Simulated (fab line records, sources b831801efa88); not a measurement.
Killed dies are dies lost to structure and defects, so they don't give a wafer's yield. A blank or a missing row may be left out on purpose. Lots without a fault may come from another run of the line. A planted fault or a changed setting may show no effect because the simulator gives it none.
fab line records | flow sfq_line
record lots=5 wafers=15 last_day=86
route steps=325 shown L0@4 L0V@16 M0@28
lots that met no fault: from a run of the same line without faults
start_h: hours from the record's first day to the start of the lot's first wafer shown | wait_h: hours since the lot's step before | " the same as in the row above | L1.1+2: a row that stands for several wafers | - no value, or no start given | * or withheld: withheld | < > ~ a bound
route shown NAME@n: a module of which the file shows steps, and the number in the route of the first | usual: mean/standard deviation of fault-free wafers | same: alike in all rows | chamber/n: place in a boat | sites: the reading at each site | _std_site: their standard deviation | _edge_site: outer sites' mean less inner sites' | radius_mm: how far each site lies from the wafer's centre | mask NAME#n: copy n | behind: the tool/chamber that last shaped the wafer | hold: why the lot was held/for how many hours/how that ended | device: the transistor (n, p or np) that didn't switch | end of line: the same wafers' tests at the end of the route | a step without rows: its recipe alone | killed: dies lost to structure and defects at the first sort, not the wafer's yield | map: a wafer's dies, x killed, . not, _ none there
set.NAME: the setting as run; set.NAME@STEP: as run at that earlier step | model.NAME: the simulator's own value behind a step, which no gauge read
lots at some steps of the route; a table a step, a row a wafer
services: from which hour (start_h, from the record's first day; less than 0 if before it) a tool's chamber was out of use, for how many hours, and why
## steps
# step SFQ_L0_RS_MEAS_901
# recipe thk_meas_gauge=four-point-probe reads=MoNx_KI_of_TRILAYER_L0_DEP_SPUTTER_003
# usual L0_MONX_KI_RS=43.7/0.41
# columns lot.wafer tool chamber start_h wait_h L0_MONX_KI_RS[ohm/sq]
L479.1 film_metro-02 - 12.56 0.0 44.2
L479.3 " - " " 43.8
L479.5 " - " " 44.2
L488.2 film_metro-02 - 57.58 0.1 43.7
L488.4 " - " " 43.8
L488.5 " - " " 44.1
L489.1 film_metro-02 - 62.56 0.0 43.7
L489.2 " - " " 43.8
L489.5 " - " " 43.9
L495.4 film_metro-02 - 92.62 0.1 44.1
L495.5 " - " " 44.1
L495.6 " - " " 44.4
L499.2 film_metro-02 - 112.58 0.1 43.5
L499.3 " - " " 43.2
L499.6 " - " " 43.3
# step SFQ_L0_THK_MEAS_902
# recipe thk_meas_gauge=xrf reads=MoNx_KI_of_TRILAYER_L0_DEP_SPUTTER_003
# usual L0_MONX_KI_THK=40.1/0.39
# columns lot.wafer tool chamber start_h wait_h L0_MONX_KI_THK[nm]
L479.1 film_metro-02 - 12.68 0.1 40.1
L479.3 " - " " 40.5
L479.5 " - " " 40.3
L488.2 film_metro-02 - 57.69 0.1 40.0
L488.4 " - " " 40.2
L488.5 " - " " 39.9
L489.1 film_metro-02 - 62.68 0.1 40.2
L489.2 " - " " 39.8
L489.5 " - " " 39.9
L495.4 film_metro-02 - 92.71 0.1 39.9
L495.5 " - " " 40.0
L495.6 " - " " 40.0
L499.2 film_metro-02 - 112.69 0.1 40.9
L499.3 " - " " 41.0
L499.6 " - " " 40.7
# step SFQ_TRILAYER_L0_LITHO_COAT_010
# recipe resist=BARC spin_rpm=3000 resist_thk_nm=62
# step SFQ_TRILAYER_L0_LITHO_COAT_005
# recipe resist=KrF spin_rpm=3000 resist_thk_nm=600
# step SFQ_TRILAYER_L0_LITHO_SOFTBAKE_009
# recipe temp_c=withheld time_s=withheld resist=KrF
# step SFQ_TRILAYER_L0_LITHO_EXPOSE_006
# recipe mask_id=L0 na=0.6 source_shape=conventional sigma_outer=0.65 target_cd_nm=2000 dose_mj=14.4
# step SFQ_TRILAYER_L0_LITHO_PEB_008
# recipe peb_temp_c=115 peb_time_s=60 resist=KrF
# step SFQ_TRILAYER_L0_LITHO_DEVELOP_007
# recipe time_s=60 resist=KrF
# step SFQ_TRILAYER_L0_BARC_OPEN_METAL_ETCH_010
# recipe mask_material=PR chemistry=O2 target_depth_nm=125 target=BARC icp_w=600 bias_w=80 pressure_mtorr=10 time_s=41.7
# usual drypump_motor_current_A=5.30/0.28 oes_product_au=0.685/0.0047
# columns lot.wafer tool chamber start_h wait_h drypump_motor_current_A oes_product_au rf_hours_counter_h
L479.1 rie_metal-01 0 37.84 0.1 5.33 0.687 52
L479.3 " 1 " " 5.37 0.688 -
L479.5 " 0 " " 5.36 0.681 -
L488.2 rie_metal-04 0 86.81 0.1 4.89 0.688 72
L488.4 " 1 " " 5.45 0.680 -
L488.5 " 1 " " 5.46 0.697 -
L489.1 rie_metal-01 1 91.61 0.1 5.39 0.673 5
L489.2 " 0 " " 5.38 0.677 65
L489.5 " 0 " " 5.35 0.683 -
L495.4 rie_metal-04 0 116.83 0.1 4.85 0.689 -
L495.5 " 1 " " 5.46 0.683 -
L495.6 " 0 " " 4.87 0.686 -
L499.2 rie_metal-04 0 139.67 0.1 4.86 0.688 82
L499.3 " 1 " " 5.45 0.692 -
L499.6 " 0 " " 4.87 0.688 -
# step SFQ_TRILAYER_L0_ETCH_METAL_ETCH_008
# recipe target=MoNx_KI stop_on=SiO2 mask_material=PR chemistry=SF6/O2 target_depth_nm=50 icp_w=600 bias_w=80 pressure_mtorr=10 time_s=25
# step SFQ_TRILAYER_L0_STRIP_STRIP_009
# recipe gas=O2 power_w=200 platen_temp_c=40 overash_fraction=0.65 chemistry=O2 pressure_mtorr=50
# usual drypump_motor_current_A=5.30/0.28 oes_product_au=0.998/0.0085
# columns lot.wafer tool chamber start_h wait_h drypump_motor_current_A oes_product_au rf_hours_counter_h
L479.1 rie_metal-01 0 37.95 0.0 5.37 1.005 52
L479.3 " 1 " " 5.39 0.996 -
L479.5 " 0 " " 5.33 1.004 -
L488.2 rie_metal-04 0 86.92 0.0 4.88 0.993 72
L488.4 " 1 " " 5.49 1.002 -
L488.5 " 1 " " 5.47 0.996 -
L489.1 rie_metal-01 1 91.72 0.0 5.39 1.011 6
L489.2 " 0 " " 5.35 1.005 66
L489.5 " 0 " " 5.35 1.004 -
L495.4 rie_metal-04 0 117.12 0.2 4.87 1.001 -
L495.5 " 1 " " 5.44 0.991 -
L495.6 " 0 " " 4.89 1.005 -
L499.2 rie_metal-04 0 139.77 0.0 4.86 1.001 82
L499.3 " 1 " " 5.46 0.986 -
L499.6 " 0 " " 4.90 1.002 -
# step SFQ_TRILAYER_L0_STRIP_SOLV_CLEAN_010
# recipe chemistry=NMP temp_c=70 time_s=600
# step SFQ_TRILAYER_L0_CAP_PECVD_011
# recipe material=SiO2 temp_c=150 time_s=13.333 pressure_torr=2.4 rf_w=183.3 precursor=SiH4/N2O target_thk_nm=60
# usual heater_power_w=91/21 throttle_valve_pct=24.6/1.3
# columns lot.wafer tool chamber start_h wait_h heater_power_w throttle_valve_pct model.SiO2_of_TRILAYER_L0_CAP_PECVD_011.thk_nm
L479.1 pecvd-03 0 38.72 0.0 96 22.9 59.2
L479.3 " 2 " " 132 22.2 59.6
L479.5 " 0 " " 96 23.0 60.13
L488.2 pecvd-02 1 87.69 0.0 71 24.7 58.57
L488.4 " 1 " " 72 24.7 59.72
L488.5 " 2 " " 67 25.3 60.75
L489.1 pecvd-03 1 92.49 0.0 70 24.8 59.3
L489.2 " 2 " " 126 22.3 54.88
L489.5 " 1 " " 68 24.7 60.49
L495.4 pecvd-04 1 117.70 0.0 93 24.3 60.82
L495.5 " 2 " " 142 26.6 61.1
L495.6 " 0 " " 102 27.1 61.12
L499.2 pecvd-02 1 140.55 0.0 80 24.9 58.13
L499.3 " 0 " " 79 24.5 59.5
L499.6 " 1 " " 79 24.9 59.39
# step SFQ_TRILAYER_L0_VIA_LITHO_COAT_018
# recipe resist=BARC spin_rpm=3000 resist_thk_nm=62
# step SFQ_TRILAYER_L0_VIA_LITHO_COAT_013
# recipe resist=KrF spin_rpm=3000 resist_thk_nm=650
# step SFQ_TRILAYER_L0_VIA_LITHO_SOFTBAKE_017
# recipe temp_c=withheld time_s=withheld resist=KrF
# step SFQ_TRILAYER_L0_VIA_LITHO_EXPOSE_014
# recipe mask_id=L0V na=0.6 source_shape=conventional sigma_outer=0.65 target_cd_nm=700 dose_mj=21.3
# step SFQ_TRILAYER_L0_VIA_LITHO_PEB_016
# recipe peb_temp_c=115 peb_time_s=60 resist=KrF
# step SFQ_TRILAYER_L0_VIA_LITHO_DEVELOP_015
# recipe time_s=60 resist=KrF
# step SFQ_L0V_OVL_MEAS_903
# usual L0V_OVL=3/4.7
# columns lot.wafer tool chamber start_h wait_h L0V_OVL[nm]
L479.1 overlay-01 - 68.06 0.1 4
L479.3 " - " " 5
L479.5 " - " " 4
L488.2 overlay-02 - 112.02 0.1 6
L488.4 " - " " 6
L488.5 " - " " 11
L489.1 overlay-01 - 115.61 0.1 14
L489.2 " - " " 5
L489.5 " - " " 7
L495.4 overlay-01 - 143.29 0.1 6
L495.5 " - " " 11
L495.6 " - " " 4
L499.2 overlay-02 - 164.87 0.1 9
L499.3 " - " " 5
L499.6 " - " " -1
# step SFQ_TRILAYER_L0_VIA_BARC_OPEN_VIA_ETCH_021
# recipe mask_material=PR chemistry=O2 target_depth_nm=125 target=BARC source_w=500 bias_w=80 pressure_mtorr=30 time_s=41.7
# usual drypump_motor_current_A=5.8/0.52 oes_product_au=0.685/0.0047
# columns lot.wafer tool chamber start_h wait_h drypump_motor_current_A oes_product_au rf_hours_counter_h
L479.1 rie_diel-04 2 68.10 0.0 6.2 0.684 5
L479.3 " 0 " " 6.6 0.684 153
L479.5 " 0 " " 6.5 0.699 -
L488.2 rie_diel-03 1 112.05 0.0 6.5 0.679 127
L488.4 " 2 " " 5.7 0.684 11
L488.5 " 2 " " 5.7 0.684 -
L489.1 rie_diel-03 2 115.65 0.0 5.7 0.681 11
L489.2 " 3 " " 4.7 0.679 12
L489.5 " 3 " " 4.8 0.680 -
L495.4 rie_diel-03 1 143.30 0.0 6.5 0.684 127
L495.5 " 3 " " 4.8 0.674 -
L495.6 " 0 " " 5.7 0.677 -
L499.2 rie_diel-04 2 164.90 0.0 6.2 0.690 7
L499.3 " 3 " " 6.3 0.684 8
L499.6 " 1 " " 5.7 0.683 -
# step SFQ_TRILAYER_L0_VIA_ETCH_VIA_ETCH_016
# recipe target=SiO2 stop_on=MoNx_KI mask_material=PR chemistry=CHF3 target_depth_nm=80 source_w=500 bias_w=80 pressure_mtorr=30 time_s=withheld
# usual drypump_motor_current_A=5.8/0.52 oes_product_au=0.843/0.0077
# columns lot.wafer tool chamber start_h wait_h drypump_motor_current_A oes_product_au model.L0V.feature_depth_nm model.etch.depth_nm
L479.1 rie_diel-04 2 68.14 0.0 6.2 0.838 59.2 59.2
L479.3 " 0 " " 6.5 0.841 59.6 59.6
L479.5 " 0 " " 6.5 0.845 60.13 60.13
L488.2 rie_diel-03 1 112.09 0.0 6.6 0.825 58.57 58.57
L488.4 " 2 " " 5.7 0.841 59.72 59.72
L488.5 " 2 " " 5.7 0.845 60.75 60.75
L489.1 rie_diel-03 2 115.69 0.0 5.7 0.837 59.3 59.3
L489.2 " 3 " " 4.8 0.803 54.88 54.88
L489.5 " 3 " " 4.8 0.838 60.49 60.49
L495.4 rie_diel-03 1 143.34 0.0 6.5 0.851 60.82 60.82
L495.5 " 3 " " 4.8 0.840 61.1 61.1
L495.6 " 0 " " 5.7 0.850 61.12 61.12
L499.2 rie_diel-04 2 164.94 0.0 6.2 0.832 58.13 58.13
L499.3 " 3 " " 6.2 0.837 59.5 59.5
L499.6 " 1 " " 5.7 0.839 59.39 59.39
# step SFQ_TRILAYER_L0_VIA_STRIP_STRIP_017
# recipe gas=O2 power_w=200 platen_temp_c=40 overash_fraction=0.65 chemistry=O2 pressure_mtorr=50
# usual drypump_motor_current_A=5.5/0.39 oes_product_au=0.999/0.0083
# columns lot.wafer tool chamber start_h wait_h drypump_motor_current_A oes_product_au rf_hours_counter_h
L479.1 rie_metal-01 1 68.18 - 5.4 1.003 0
L479.3 " 1 " " 5.4 1.016 -
L479.5 " 1 " " 5.4 1.000 -
L488.2 rie_metal-01 0 112.13 - 5.3 0.994 69
L488.4 " 1 " " 5.4 1.002 -
L488.5 " 1 " " 5.4 1.001 -
L489.1 rie_metal-01 0 115.73 - 5.3 1.008 69
L489.2 " 1 " " 5.4 1.007 9
L489.5 " 1 " " 5.4 1.004 -
L495.4 rie_metal-02 0 143.59 - 5.5 0.989 -
L495.5 " 1 " " 5.7 0.998 -
L495.6 " 0 " " 5.5 0.981 -
L499.2 rie_metal-02 0 164.99 - 5.5 0.993 190
L499.3 " 0 " " 5.5 0.995 -
L499.6 " 0 " " 5.5 0.995 -
# step SFQ_TRILAYER_L0_VIA_STRIP_SOLV_CLEAN_018
# recipe chemistry=NMP temp_c=70 time_s=600
# step SFQ_TRILAYER_M0_DEP_PRE_CLEAN_020
# recipe gas=Ar time_s=15 bias_v=250
# columns lot.wafer tool chamber start_h wait_h model.SiO2_of_TRILAYER_L0_CAP_PECVD_011.thk_nm
L479.1 pvd_sputter-06 - 68.96 0.0 54.2
L479.3 " - " " 54.6
L479.5 " - " " 55.13
L488.2 pvd_sputter-05 - 112.91 0.0 53.57
L488.4 " - " " 54.72
L488.5 " - " " 55.75
L489.1 pvd_sputter-04 - 116.51 0.0 54.3
L489.2 " - " " 49.88
L489.5 " - " " 55.49
L495.4 pvd_sputter-04 - 144.17 0.0 55.82
L495.5 " - " " 56.1
L495.6 " - " " 56.12
L499.2 pvd_sputter-04 - 165.77 0.0 53.13
L499.3 " - " " 54.5
L499.6 " - " " 54.39
# step SFQ_TRILAYER_M0_DEP_SPUTTER_019
# recipe material=Nb base_pressure_pa=1.33e-06 chamber_pressure_pa=0.1333 substrate_temp_c=20 resputter_cathode_voltage_v=400 target_thk_nm=200 power_w=2000 time_s=133.3
# usual chamber_pressure_pa=0.13336/0.00028 resputter_cathode_voltage_v=400/4.1 throttle_valve_pct=29.8/0.84
# columns lot.wafer tool chamber start_h wait_h chamber_pressure_pa resputter_cathode_voltage_v throttle_valve_pct
L479.1 pvd_sputter-06 - 68.98 0.0 0.13361 402 28.8
L479.3 " - " " 0.13341 399 30.6
L479.5 " - " " 0.13359 393 30.5
L488.2 pvd_sputter-05 - 112.93 0.0 0.1333 398 29.1
L488.4 " - " " 0.1333 402 30.6
L488.5 " - " " 0.13345 400 30.3
L489.1 pvd_sputter-04 - 116.53 0.0 0.13301 399 30.2
L489.2 " - " " 0.13309 397 29.1
L489.5 " - " " 0.1332 401 29.1
L495.4 pvd_sputter-04 - 144.19 0.0 0.13285 401 28.7
L495.5 " - " " 0.1335 397 30.7
L495.6 " - " " 0.13316 396 29.0
L499.2 pvd_sputter-04 - 165.79 0.0 0.13323 404 29.2
L499.3 " - " " 0.13407 404 30.5
L499.6 " - " " 0.13371 397 30.4
## services
# columns tool chamber start_h hours kind
rie_metal-01 - 24.26 2.8 pm
pvd_sputter-05 - 43.16 1.7 repair
pecvd-02 0 52.47 50.7 repair
rie_metal-01 1 52.75 - clean
rie_metal-01 1 52.75 - consumable_replace:focus_ring
rie_metal-01 1 52.75 13.2 scheduled_down
rie_metal-01 1 52.75 13.2 vent_cycle
rie_diel-04 3 59.46 20.9 repair
rie_metal-04 1 60.81 - clean
rie_metal-04 1 60.81 - consumable_replace:focus_ring
rie_metal-04 1 60.81 21.6 scheduled_down
rie_metal-04 1 60.81 21.6 vent_cycle
pecvd-04 2 69.74 10.4 repair
rie_diel-04 2 81.73 3.1 repair
rie_diel-03 1 88.09 4.1 repair
pvd_sputter-06 3 100.30 - consumable_replace:kit
pvd_sputter-06 3 100.30 18.0 scheduled_down
pvd_sputter-06 3 100.30 18.0 vent_cycle
pvd_sputter-06 - 102.99 14.1 repair
pvd_sputter-05 - 133.34 2.1 repair
pecvd-02 2 163.26 6.8 repair
## key
first_sign step=SFQ_TRILAYER_L0_VIA_ETCH_VIA_ETCH_016 reading=oes_product_au direction=down sigmas=5.1 usual=0.843 struck=0.803
effect none on later readings
model_effect step=SFQ_TRILAYER_L0_CAP_PECVD_011 value=SiO2_of_TRILAYER_L0_CAP_PECVD_011.thk_nm without=59.8 struck=54.88
model_effect step=SFQ_TRILAYER_L0_VIA_ETCH_VIA_ETCH_016 value=L0V.feature_depth_nm without=59.8 struck=54.88
model_effect step=SFQ_TRILAYER_M0_DEP_PRE_CLEAN_020 value=SiO2_of_TRILAYER_L0_CAP_PECVD_011.thk_nm without=54.8 struck=49.88
met_at SFQ_TRILAYER_L0_CAP_PECVD_011
struck_wafers L489.2
onset_between 38.72 92.49
fault kind=process_parameter_drift tool=pecvd-03 chamber=- onset_h=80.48 steps=SFQ_TRILAYER_L0_CAP_PECVD_011 channel=target_thk_nm offset=-4.9575 shape=step end_h=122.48 scope=struck_wafers_only acts_in=these_recipes_only stated=60
